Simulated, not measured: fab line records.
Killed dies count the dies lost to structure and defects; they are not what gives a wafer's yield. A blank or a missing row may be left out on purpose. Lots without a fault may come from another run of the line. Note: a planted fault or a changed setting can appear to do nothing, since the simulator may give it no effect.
fab line records	flow sky130
record lots=13	wafers=39	last_day=50
route steps=708 shown LDD_HVP@288 LDD_LDN@302 SD_P@322 SD_N@350 PAD_OPEN@708
lots with no fault: from the same line, run without faults
start_h: start of the lot's first displayed wafer, in hours after the record's first day	wait_h: hours since the lot's step before	" unchanged from the row above	L1.1+2: a row that stands for several wafers	- either no value or no given start	* or withheld: withheld	< > ~ a bound
route shown NAME@n: names a module that has steps shown in the file, with the first one's number in the route	usual: the fault-free wafers' mean and standard deviation	same: alike in all rows	chamber/n: place in a boat	sites: readings site by site	_std_site: the values' standard deviation	_edge_site: inner sites' mean taken away from outer sites' mean	radius_mm: how far each site lies from the wafer's centre	mask NAME#n: copy n	behind: the most recent tool/chamber to have shaped the wafer	hold: the reason the lot was held/the length of the hold in hours/how it ended	device: names the non-switching transistor (n, p or np)	end of line: tests of these same wafers at the route's end	step lacking rows: just its recipe	killed: dies that structure and defects cost at the first sort, which is not the same as the wafer's yield	map: per-die view of a wafer (x killed, . not killed, _ where there is no die)
set.NAME: the setting the step ran with; set.NAME@STEP: the setting that earlier step ran with	model.NAME: the simulator's own value behind a step, which no gauge read
one table for each step of the route and one row for each wafer, over a sample of lots
services: the hour from which a tool's chamber was out of use, counted from the record's first day as start_h (under 0 if before that day), plus the number of hours and why
## steps
# step SKY_LDD_HVP_TW_MEAS_10
# usual LDD_HVP_TW=458/4.4
lot.wafer	tool	chamber	start_h	wait_h	LDD_HVP_TW
L811.1	film_metro-01	-	517.81	0.1	460
L811.2	"	-	"	"	464
L811.4	"	-	"	"	463
L812.3	film_metro-02	-	523.48	0.1	452
L812.4	"	-	"	"	451
L812.5	"	-	"	"	450
L815.2	film_metro-01	-	546.74	0.1	458
L815.3	"	-	"	"	461
L815.4	"	-	"	"	458
L816.3	film_metro-01	-	551.30	0.1	458
L816.4	"	-	"	"	459
L816.5	"	-	"	"	460
L818.1	film_metro-04	-	563.09	0.1	463
L818.2	"	-	"	"	462
L818.3	"	-	"	"	461
L819.2	film_metro-02	-	577.47	0.1	452
L819.4	"	-	"	"	450
L819.6	"	-	"	"	449
L820.1	film_metro-01	-	580.54	0.1	460
L820.3	"	-	"	"	461
L820.5	"	-	"	"	458
L821.1	film_metro-02	-	590.21	0.1	451
L821.4	"	-	"	"	452
L821.6	"	-	"	"	453
L822.1	film_metro-04	-	600.71	0.1	460
L822.3	"	-	"	"	463
L822.5	"	-	"	"	461
L830.2	film_metro-04	-	659.15	0.1	460
L830.3	"	-	"	"	465
L830.4	"	-	"	"	460
L831.2	film_metro-04	-	662.75	0.1	462
L831.5	"	-	"	"	461
L831.6	"	-	"	"	463
L833.4	film_metro-01	-	685.14	0.1	460
L833.5	"	-	"	"	459
L833.6	"	-	"	"	461
L834.1	film_metro-02	-	691.61	0.1	450
L834.3	"	-	"	"	452
L834.4	"	-	"	"	454
# step SKY_LDD_LDN_TW_MEAS_13
# usual LDD_LDN_TW=1479/14
lot.wafer	tool	chamber	start_h	wait_h	LDD_LDN_TW
L811.1	film_metro-04	-	548.20	0.1	1505
L811.2	"	-	"	"	1499
L811.4	"	-	"	"	1486
L812.3	film_metro-04	-	553.78	0.1	1490
L812.4	"	-	"	"	1495
L812.5	"	-	"	"	1494
L815.2	film_metro-02	-	577.41	0.1	1463
L815.3	"	-	"	"	1460
L815.4	"	-	"	"	1466
L816.3	film_metro-02	-	582.25	0.1	1464
L816.4	"	-	"	"	1459
L816.5	"	-	"	"	1459
L818.1	film_metro-02	-	593.62	0.1	1475
L818.2	"	-	"	"	1460
L818.3	"	-	"	"	1469
L819.2	film_metro-03	-	607.91	0.1	1479
L819.4	"	-	"	"	1483
L819.6	"	-	"	"	1471
L820.1	film_metro-04	-	611.08	0.1	1495
L820.3	"	-	"	"	1492
L820.5	"	-	"	"	1492
L821.1	film_metro-02	-	620.08	0.1	1453
L821.4	"	-	"	"	1451
L821.6	"	-	"	"	1451
L822.1	film_metro-04	-	630.36	0.1	1495
L822.3	"	-	"	"	1486
L822.5	"	-	"	"	1488
L830.2	film_metro-04	-	688.11	0.1	1496
L830.3	"	-	"	"	1498
L830.4	"	-	"	"	1497
L831.2	film_metro-02	-	691.01	0.1	1468
L831.5	"	-	"	"	1468
L831.6	"	-	"	"	1473
L833.4	film_metro-03	-	713.44	0.1	1475
L833.5	"	-	"	"	1479
L833.6	"	-	"	"	1478
L834.1	film_metro-04	-	719.45	0.1	1495
L834.3	"	-	"	"	1483
L834.4	"	-	"	"	1484
# step SKY_SD_P_COAT_02
# recipe resist=NOVOLAK	spin_rpm=3000	resist_thk_nm=1140
lot.wafer	tool	chamber	start_h	wait_h
L811.1+2+4	litho_track-04	0	594.86	0.1
L812.3+4+5	litho_track-02	0	601.98	0.1
L815.2+3+4	litho_track-04	0	622.89	0.1
L816.3+4+5	litho_track-02	0	626.28	0.1
L818.1+2+3	litho_track-01	0	638.80	0.1
L819.2+4+6	litho_track-04	0	652.89	0.1
L820.1+3+5	litho_track-02	0	655.48	0.1
L821.1+4+6	litho_track-02	0	665.33	0.1
L822.1+3+5	litho_track-01	0	674.80	0.1
L830.2+3+4	litho_track-04	0	731.79	0.1
L831.2+5+6	litho_track-02	0	735.60	0.1
L833.4+5+6	litho_track-01	0	756.33	0.1
L834.1+3+4	litho_track-01	0	762.95	0.1
# step SKY_SD_P_STRIP_10
# recipe chemistry=O2/N2	power_w=1400	pressure_mtorr=1500	platen_temp_c=withheld	o2_flow_sccm=3000	n2_flow_sccm=300	overash_fraction=0.5
# usual drypump_motor_current_A=5.68/0.19	oes_product_au=0.618/0.0047	strip_time_to_endpoint_s=17.50/0.044
# same overash_fraction=0.5
lot.wafer	tool	chamber	start_h	wait_h	drypump_motor_current_A	oes_product_au	rf_hours_counter_h	strip_time_to_endpoint_s
L811.1	plasma_asher-01	1	610.07	0.1	5.72	0.622	50	17.55
L811.2	"	0	"	"	5.78	0.617	50	17.51
L811.4	"	0	"	"	5.78	0.612	-	17.55
L812.3	plasma_asher-03	1	617.52	0.1	5.69	0.610	-	17.47
L812.4	"	0	"	"	5.96	0.615	-	17.52
L812.5	"	1	"	"	5.69	0.616	-	17.48
L815.2	plasma_asher-03	1	637.53	0.1	5.70	0.626	78	17.59
L815.3	"	0	"	"	5.95	0.617	-	17.59
L815.4	"	1	"	"	5.71	0.617	-	17.57
L816.3	plasma_asher-04	0	640.85	0.1	5.32	0.616	-	17.43
L816.4	"	1	"	"	5.63	0.613	-	17.50
L816.5	"	1	"	"	5.65	0.614	-	17.51
L818.1	plasma_asher-04	0	653.41	0.1	5.34	0.618	94	17.46
L818.2	"	1	"	"	5.64	0.618	94	17.47
L818.3	"	1	"	"	5.63	0.622	-	17.45
L819.2	plasma_asher-04	1	666.91	0.1	5.64	0.617	95	17.56
L819.4	"	0	"	"	5.31	0.624	-	17.56
L819.6	"	0	"	"	5.31	0.616	-	17.54
L820.1	plasma_asher-01	1	670.01	0.1	5.73	0.621	56	17.51
L820.3	"	0	"	"	5.76	0.609	-	17.51
L820.5	"	1	"	"	5.74	0.614	-	17.49
L821.1	plasma_asher-04	0	679.93	0.1	5.31	0.624	96	17.50
L821.4	"	1	"	"	5.65	0.626	-	17.44
L821.6	"	0	"	"	5.33	0.606	-	17.52
L822.1	plasma_asher-04	0	688.96	0.1	5.32	0.611	97	17.41
L822.3	"	1	"	"	5.64	0.616	-	17.40
L822.5	"	1	"	"	5.64	0.623	-	17.41
L830.2	plasma_asher-01	0	745.72	0.1	5.76	0.631	63	17.49
L830.3	"	1	"	"	5.73	0.628	-	18.22
L830.4	"	0	"	"	5.76	0.616	-	17.49
L831.2	plasma_asher-03	0	749.92	0.1	5.95	0.614	89	17.49
L831.5	"	1	"	"	5.71	0.621	-	17.50
L831.6	"	0	"	"	5.97	0.630	-	17.50
L833.4	plasma_asher-01	1	769.80	0.1	5.74	0.614	-	17.52
L833.5	"	1	"	"	5.72	0.626	-	17.53
L833.6	"	0	"	"	5.76	0.619	-	17.52
L834.1	plasma_asher-04	0	776.07	0.1	5.32	0.615	3	17.46
L834.3	"	1	"	"	5.62	0.618	-	17.47
L834.4	"	0	"	"	5.30	0.620	-	17.52
# step SKY_SD_N_OVL_MEAS_08
# usual SD_N_OVL=0.3/1.1
lot.wafer	tool	chamber	start_h	wait_h	SD_N_OVL[nm]
L811.1	overlay-01	-	666.85	0.1	0.8
L811.2	"	-	"	"	-0.7
L811.4	"	-	"	"	-0.1
L812.3	overlay-01	-	674.88	0.1	-0.6
L812.4	"	-	"	"	-1.2
L812.5	"	-	"	"	-0.6
L815.2	overlay-01	-	693.22	0.1	1.9
L815.3	"	-	"	"	1.4
L815.4	"	-	"	"	0.0
L816.3	overlay-02	-	697.51	0.1	-0.4
L816.4	"	-	"	"	1.0
L816.5	"	-	"	"	-1.2
L818.1	overlay-01	-	708.88	0.1	0.1
L818.2	"	-	"	"	1.7
L818.3	"	-	"	"	-0.6
L819.2	overlay-02	-	723.32	0.1	0.5
L819.4	"	-	"	"	1.4
L819.6	"	-	"	"	0.9
L820.1	overlay-02	-	726.05	0.1	-0.5
L820.3	"	-	"	"	-1.7
L820.5	"	-	"	"	-0.5
L821.1	overlay-01	-	735.63	0.1	-0.3
L821.4	"	-	"	"	-0.1
L821.6	"	-	"	"	0.2
L822.1	overlay-02	-	744.01	0.1	-1.0
L822.3	"	-	"	"	-2.2
L822.5	"	-	"	"	0.1
L830.2	overlay-01	-	799.84	0.1	3.3
L830.3	"	-	"	"	0.0
L830.4	"	-	"	"	0.2
L831.2	overlay-01	-	803.80	0.1	0.9
L831.5	"	-	"	"	-1.4
L831.6	"	-	"	"	-1.7
L833.4	overlay-01	-	823.22	0.1	1.0
L833.5	"	-	"	"	0.8
L833.6	"	-	"	"	0.4
L834.1	overlay-02	-	830.13	0.1	0.2
L834.3	"	-	"	"	-0.2
L834.4	"	-	"	"	1.0
# step SKY_PAD_OPEN_PROBE_99
# usual killed_at_M0_to_M3=43/7.1	killed_at_M4_up=3.3/2	killed_at_contacts=24/5.1	killed_at_front_end=15/4.6	killed_at_other=0.3/0.6	killed_dies=86/9.6	killed_open=46/7.3	killed_short=39/6.7
# same gross_dies=492	killed_at_back_side=0
lot.wafer	tool	chamber	start_h	wait_h	killed_at_M0_to_M3	killed_at_M4_up	killed_at_contacts	killed_at_front_end	killed_at_other	killed_dies	killed_open	killed_short
L811.1	prober-01	-	1094.18	0.1	39	6	20	18	0	83	50	33
L811.2	prober-01	-	1094.23	0.1	44	1	29	22	0	96	51	45
L811.4	prober-01	-	1094.33	0.2	40	7	28	14	1	90	47	43
L812.3	prober-01	-	1099.24	0.2	53	2	26	14	0	95	52	43
L812.4	prober-01	-	1099.29	0.2	45	0	24	17	0	86	43	43
L812.5	prober-01	-	1099.34	0.2	39	5	36	16	0	96	56	39
L815.2	prober-01	-	1110.78	0.1	60	2	30	11	0	103	62	41
L815.3	prober-01	-	1110.83	0.2	37	3	20	17	0	77	37	40
L815.4	prober-01	-	1110.88	0.2	39	6	26	15	0	86	39	47
L816.3	prober-02	-	1115.15	0.2	47	5	26	12	0	90	44	46
L816.4	prober-02	-	1115.20	0.2	50	3	15	20	0	88	50	38
L816.5	prober-02	-	1115.25	0.2	41	2	28	12	0	83	50	33
L818.1	prober-02	-	1125.43	0.1	35	4	28	9	0	76	44	32
L818.2	prober-02	-	1125.48	0.1	45	5	27	11	0	88	47	41
L818.3	prober-02	-	1125.53	0.2	38	2	20	17	0	77	42	35
L819.2	prober-01	-	1136.45	0.1	36	3	26	10	1	76	48	28
L819.4	prober-01	-	1136.55	0.2	37	5	22	19	0	83	48	35
L819.6	prober-01	-	1136.65	0.2	30	5	26	16	0	77	44	33
L820.1	prober-02	-	1137.90	0.1	38	2	21	16	0	77	54	23
L820.3	prober-02	-	1138.00	0.2	46	6	26	10	0	88	48	40
L820.5	prober-02	-	1138.10	0.2	34	0	20	17	0	71	32	38
L821.1	prober-01	-	1142.65	0.1	43	5	27	13	0	88	43	45
L821.4	prober-01	-	1142.80	0.2	41	0	32	16	0	89	49	40
L821.6	prober-01	-	1142.90	0.2	50	2	22	6	1	81	38	42
L822.1	prober-02	-	1146.10	0.1	44	2	23	15	1	85	43	41
L822.3	prober-02	-	1146.20	0.2	33	2	26	11	0	72	41	30
L822.5	prober-02	-	1146.30	0.2	39	1	23	12	1	76	39	36
L830.2	prober-02	-	1182.93	0.1	63	3	26	17	1	110	62	47
L830.3	prober-02	-	1182.98	0.2	44	5	23	19	1	92	44	47
L830.4	prober-02	-	1183.03	0.2	55	4	19	23	0	101	54	45
L831.2	prober-01	-	1186.89	0.1	45	2	27	22	0	96	52	44
L831.5	prober-01	-	1187.04	0.2	39	3	15	19	0	76	37	39
L831.6	prober-01	-	1187.09	0.2	31	3	20	16	0	70	34	35
L833.4	prober-01	-	1197.78	0.2	46	1	28	15	1	91	50	41
L833.5	prober-01	-	1197.83	0.2	35	6	32	13	0	86	53	33
L833.6	prober-01	-	1197.88	0.2	48	2	37	8	0	95	58	37
L834.1	prober-02	-	1202.65	0.1	44	3	20	20	1	88	53	35
L834.3	prober-02	-	1202.75	0.2	32	2	20	12	0	66	37	29
L834.4	prober-02	-	1202.80	0.2	27	4	26	14	0	71	33	38
# killed by level:class
L811.1 VIA2:geometric_particle:open=11 LI_CONTACT:geometric_particle:open=8 CONTACT:geometric_particle:open=6 VIA3:geometric_particle:open=6 FIELD_ISO:geometric_particle:short=4 POLY_GATE:geometric_particle:open=4 METAL1:geometric_particle:short=4 VIA1:geometric_particle:open=4
L811.2 CONTACT:geometric_particle:open=11 LI_CONTACT:geometric_particle:open=9 METAL1:geometric_particle:short=8 VIA1:geometric_particle:open=8 VIA2:geometric_particle:open=7 METAL2:geometric_particle:short=6 FIELD_ISO:geometric_particle:short=5 VIA2:geometric_particle:short=5
L811.4 CONTACT:geometric_particle:open=11 VIA3:geometric_particle:open=9 VIA1:geometric_particle:open=8 METAL4:geometric_particle:short=6 METAL2:geometric_particle:short=5 CONTACT:geometric_particle:short=5 POLY_GATE:geometric_particle:short=5 LOCAL_INTERCONNECT:geometric_particle:short=5
L812.3 VIA1:geometric_particle:open=13 LI_CONTACT:geometric_particle:open=11 METAL2:geometric_particle:short=8 CONTACT:geometric_particle:open=7 POLY_GATE:geometric_particle:short=6 VIA2:geometric_particle:open=5 METAL1:geometric_particle:short=5 POLY_GATE:geometric_particle:open=4
L812.4 METAL2:geometric_particle:short=10 VIA3:geometric_particle:open=10 CONTACT:geometric_particle:open=7 LOCAL_INTERCONNECT:geometric_particle:short=7 VIA1:geometric_particle:open=6 VIA2:geometric_particle:open=5 POLY_GATE:geometric_particle:short=4 LI_CONTACT:geometric_particle:open=4
L812.5 CONTACT:geometric_particle:open=14 VIA2:geometric_particle:open=11 LI_CONTACT:geometric_particle:open=7 LOCAL_INTERCONNECT:geometric_particle:short=6 CONTACT:geometric_particle:short=6 METAL1:geometric_particle:short=6 VIA1:geometric_particle:open=5 VIA3:geometric_particle:open=5
L815.2 VIA1:geometric_particle:open=18 LI_CONTACT:geometric_particle:open=8 CONTACT:geometric_particle:short=7 CONTACT:geometric_particle:open=7 VIA2:geometric_particle:open=7 VIA3:geometric_particle:open=7 VIA1:geometric_particle:short=6 VIA3:geometric_particle:short=6
L815.3 METAL1:geometric_particle:short=7 CONTACT:geometric_particle:open=6 POLY_GATE:geometric_particle:short=5 VIA1:geometric_particle:open=5 VIA2:geometric_particle:open=5 FIELD_ISO:geometric_particle:short=4 POLY_GATE:geometric_particle:open=4 LI_CONTACT:geometric_particle:short=4
L815.4 VIA1:geometric_particle:short=10 CONTACT:geometric_particle:open=9 LOCAL_INTERCONNECT:geometric_particle:short=7 VIA1:geometric_particle:open=6 LI_CONTACT:geometric_particle:open=5 VIA3:geometric_particle:open=5 METAL4:geometric_particle:short=5 VIA2:geometric_particle:open=5
L816.3 CONTACT:geometric_particle:open=11 METAL1:geometric_particle:short=8 VIA2:geometric_particle:open=7 METAL2:geometric_particle:short=7 POLY_GATE:geometric_particle:short=5 LI_CONTACT:geometric_particle:open=5 LOCAL_INTERCONNECT:geometric_particle:short=5 VIA1:geometric_particle:short=5
L816.4 VIA1:geometric_particle:open=16 FIELD_ISO:geometric_particle:open=6 VIA2:geometric_particle:open=6 CONTACT:geometric_particle:open=6 METAL2:geometric_particle:short=6 POLY_GATE:geometric_particle:short=5 VIA1:geometric_particle:short=5 VIA3:geometric_particle:open=5
L816.5 VIA1:geometric_particle:open=9 LI_CONTACT:geometric_particle:open=7 VIA2:geometric_particle:open=7 CONTACT:geometric_particle:open=7 CONTACT:geometric_particle:short=6 VIA3:geometric_particle:open=6 METAL1:geometric_particle:short=5 POLY_GATE:geometric_particle:short=4
L818.1 LI_CONTACT:geometric_particle:open=14 METAL1:geometric_particle:short=8 POLY_GATE:geometric_particle:short=6 CONTACT:geometric_particle:open=6 VIA1:geometric_particle:open=6 VIA3:geometric_particle:open=5 LOCAL_INTERCONNECT:geometric_particle:short=5 VIA2:geometric_particle:open=5
L818.2 CONTACT:geometric_particle:open=9 LI_CONTACT:geometric_particle:open=8 VIA1:geometric_particle:open=7 VIA3:geometric_particle:open=7 VIA1:geometric_particle:short=6 VIA2:geometric_particle:open=6 CONTACT:geometric_particle:short=5 METAL1:geometric_particle:short=4
L818.3 VIA1:geometric_particle:open=11 LI_CONTACT:geometric_particle:open=8 POLY_GATE:geometric_particle:short=5 CONTACT:geometric_particle:open=5 LOCAL_INTERCONNECT:geometric_particle:short=5 VIA1:geometric_particle:short=5 METAL1:geometric_particle:short=4 METAL2:geometric_particle:short=4
L819.2 CONTACT:geometric_particle:open=13 VIA1:geometric_particle:open=11 VIA3:geometric_particle:open=8 METAL1:geometric_particle:short=6 LI_CONTACT:geometric_particle:open=4 VIA2:geometric_particle:short=4 CONTACT:geometric_particle:short=4 FIELD_ISO:geometric_particle:open=3
L819.4 CONTACT:geometric_particle:open=9 VIA1:geometric_particle:open=8 LI_CONTACT:geometric_particle:open=7 FIELD_ISO:geometric_particle:short=6 VIA3:geometric_particle:open=6 FIELD_ISO:geometric_particle:open=5 CONTACT:geometric_particle:short=5 METAL1:geometric_particle:short=5
L819.6 CONTACT:geometric_particle:open=11 LI_CONTACT:geometric_particle:open=6 METAL2:geometric_particle:short=6 VIA1:geometric_particle:short=6 FIELD_ISO:geometric_particle:open=5 POLY_GATE:geometric_particle:short=4 CONTACT:geometric_particle:short=4 VIA3:geometric_particle:open=4
L820.1 VIA1:geometric_particle:open=12 CONTACT:geometric_particle:open=8 VIA2:geometric_particle:open=7 LI_CONTACT:geometric_particle:open=5 LOCAL_INTERCONNECT:geometric_particle:short=5 FIELD_ISO:geometric_particle:open=4 POLY_GATE:geometric_particle:open=4 VIA3:geometric_particle:open=4
L820.3 VIA1:geometric_particle:open=11 CONTACT:geometric_particle:open=7 VIA2:geometric_particle:open=7 METAL2:geometric_particle:short=6 LI_CONTACT:geometric_particle:open=6 CONTACT:geometric_particle:short=6 LOCAL_INTERCONNECT:geometric_particle:short=5 VIA3:geometric_particle:open=5
L820.5 VIA1:geometric_particle:open=8 METAL2:geometric_particle:short=6 FIELD_ISO:geometric_particle:short=5 METAL1:geometric_particle:short=5 CONTACT:geometric_particle:short=5 SPACER:geometric_particle:open=4 LI_CONTACT:geometric_particle:open=4 CONTACT:geometric_particle:open=4
L821.1 LI_CONTACT:geometric_particle:open=11 METAL1:geometric_particle:short=8 VIA1:geometric_particle:open=8 METAL2:geometric_particle:short=8 FIELD_ISO:geometric_particle:short=6 LOCAL_INTERCONNECT:geometric_particle:short=5 CONTACT:geometric_particle:open=5 VIA2:geometric_particle:open=4
L821.4 VIA1:geometric_particle:open=12 LI_CONTACT:geometric_particle:open=11 METAL1:geometric_particle:short=9 CONTACT:geometric_particle:open=7 LOCAL_INTERCONNECT:geometric_particle:short=6 FIELD_ISO:geometric_particle:open=5 METAL2:geometric_particle:short=5 CONTACT:geometric_particle:short=4
L821.6 VIA2:geometric_particle:short=10 VIA1:geometric_particle:open=8 VIA3:geometric_particle:open=8 LI_CONTACT:geometric_particle:open=6 METAL1:geometric_particle:short=6 METAL2:geometric_particle:short=6 VIA1:geometric_particle:short=4 LI_CONTACT:geometric_particle:short=4
L822.1 LOCAL_INTERCONNECT:geometric_particle:short=9 VIA1:geometric_particle:open=9 VIA2:geometric_particle:open=8 LI_CONTACT:geometric_particle:open=6 CONTACT:geometric_particle:open=6 VIA3:geometric_particle:short=6 FIELD_ISO:geometric_particle:open=4 METAL1:geometric_particle:short=4
L822.3 CONTACT:geometric_particle:open=13 METAL1:geometric_particle:short=8 VIA1:geometric_particle:open=6 CONTACT:geometric_particle:short=5 FIELD_ISO:geometric_particle:open=4 VIA1:geometric_particle:short=4 FIELD_ISO:geometric_particle:short=3 LI_CONTACT:geometric_particle:open=3
L822.5 CONTACT:geometric_particle:open=8 VIA1:geometric_particle:open=8 METAL3:geometric_particle:short=7 VIA3:geometric_particle:open=7 FIELD_ISO:geometric_particle:short=4 VIA2:geometric_particle:short=4 LI_CONTACT:geometric_particle:open=4 LOCAL_INTERCONNECT:geometric_particle:short=4
L830.2 VIA2:geometric_particle:open=15 METAL1:geometric_particle:short=11 LI_CONTACT:geometric_particle:open=10 VIA3:geometric_particle:open=7 CONTACT:geometric_particle:open=7 VIA2:geometric_particle:short=6 VIA1:geometric_particle:open=5 VIA1:geometric_particle:short=5
L830.3 CONTACT:geometric_particle:open=13 VIA1:geometric_particle:open=11 METAL2:geometric_particle:short=9 FIELD_ISO:geometric_particle:short=7 VIA2:geometric_particle:open=5 LI_CONTACT:geometric_particle:open=4 METAL2:geometric_particle:open=4 METAL1:geometric_particle:short=4
L830.4 VIA1:geometric_particle:open=16 VIA1:geometric_particle:short=9 VIA2:geometric_particle:open=6 CONTACT:geometric_particle:short=5 POLY_GATE:geometric_particle:open=5 METAL1:geometric_particle:short=5 METAL2:geometric_particle:short=5 VIA3:geometric_particle:open=5
L831.2 VIA1:geometric_particle:open=13 FIELD_ISO:geometric_particle:open=7 POLY_GATE:geometric_particle:short=7 CONTACT:geometric_particle:open=7 CONTACT:geometric_particle:short=7 METAL2:geometric_particle:short=6 VIA2:geometric_particle:open=6 LI_CONTACT:geometric_particle:open=5
L831.5 CONTACT:geometric_particle:open=8 POLY_GATE:geometric_particle:open=7 VIA1:geometric_particle:open=7 VIA1:geometric_particle:short=6 VIA3:geometric_particle:open=5 VIA2:geometric_particle:short=4 METAL1:geometric_particle:short=4 METAL2:geometric_particle:short=4
L831.6 CONTACT:geometric_particle:open=10 METAL1:geometric_particle:short=7 VIA1:geometric_particle:open=7 VIA1:geometric_particle:short=5 FIELD_ISO:geometric_particle:short=4 POLY_GATE:geometric_particle:short=4 LI_CONTACT:geometric_particle:open=4 LI_CONTACT:geometric_particle:short=3
L833.4 VIA1:geometric_particle:open=11 LI_CONTACT:geometric_particle:open=9 VIA2:geometric_particle:open=9 CONTACT:geometric_particle:open=8 METAL1:geometric_particle:short=6 METAL2:geometric_particle:short=6 VIA3:geometric_particle:open=6 FIELD_ISO:geometric_particle:short=5
L833.5 CONTACT:geometric_particle:open=14 VIA1:geometric_particle:open=10 VIA3:geometric_particle:open=7 LI_CONTACT:geometric_particle:open=6 CONTACT:geometric_particle:short=6 METAL1:geometric_particle:short=5 FIELD_ISO:geometric_particle:open=4 VIA1:geometric_particle:short=4
L833.6 CONTACT:geometric_particle:open=19 VIA2:geometric_particle:open=10 VIA1:geometric_particle:open=9 LI_CONTACT:geometric_particle:open=7 VIA3:geometric_particle:open=7 CONTACT:geometric_particle:short=6 LOCAL_INTERCONNECT:geometric_particle:short=5 METAL1:geometric_particle:short=5
L834.1 VIA1:geometric_particle:open=9 CONTACT:geometric_particle:open=7 VIA3:geometric_particle:open=7 FIELD_ISO:geometric_particle:short=6 FIELD_ISO:geometric_particle:open=5 METAL1:geometric_particle:open=5 METAL2:geometric_particle:short=5 VIA2:geometric_particle:open=5
L834.3 CONTACT:geometric_particle:open=11 METAL1:geometric_particle:short=7 VIA1:geometric_particle:open=6 POLY_GATE:geometric_particle:open=5 VIA2:geometric_particle:open=5 VIA3:geometric_particle:short=5 VIA3:geometric_particle:open=4 FIELD_ISO:geometric_particle:short=3
L834.4 LI_CONTACT:geometric_particle:open=9 CONTACT:geometric_particle:short=7 VIA3:geometric_particle:open=7 CONTACT:geometric_particle:open=6 FIELD_ISO:geometric_particle:short=5 METAL1:geometric_particle:short=5 METAL1:geometric_particle:open=4 VIA2:geometric_particle:open=3
## services
tool	chamber	start_h	hours	kind
plasma_asher-03	-	693.33	2.8	pm
plasma_asher-04	-	733.75	9.0	pm
plasma_asher-04	0	733.75	9.0	vent_cycle
plasma_asher-04	1	733.75	9.0	vent_cycle
plasma_asher-04	0	742.75	-	clean
plasma_asher-04	1	742.75	-	clean
## key
first_sign step=SKY_SD_P_STRIP_10	reading=strip_time_to_endpoint_s	direction=up	sigmas=17	usual=*	struck=*
effect none on later readings
met_at SKY_SD_P_COAT_02
struck_lots L830
struck_wafers L830.3
tester_left_out L830
not_acting_at SKY_LDD_HVP_TW_MEAS_10,SKY_LDD_LDN_TW_MEAS_13,SKY_SD_N_OVL_MEAS_08
onset_between 652.89 731.79
fault kind=process_parameter_drift	tool=litho_track-04	chamber=-	onset_h=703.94	steps=SKY_SD_P_COAT_02	channel=resist_thk_nm	offset=64.248	shape=step	end_h=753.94	scope=struck_wafers_only	acts_in=these_recipes_only	stated=1140
# tester_left_out: of these lots the tester's yield and bins aren't shown, on N5 and GAA mostly nor the transistor test; their killed dies are dies lost to structure and defects alone, not to doping, threshold or leakage, so they don't give the yield
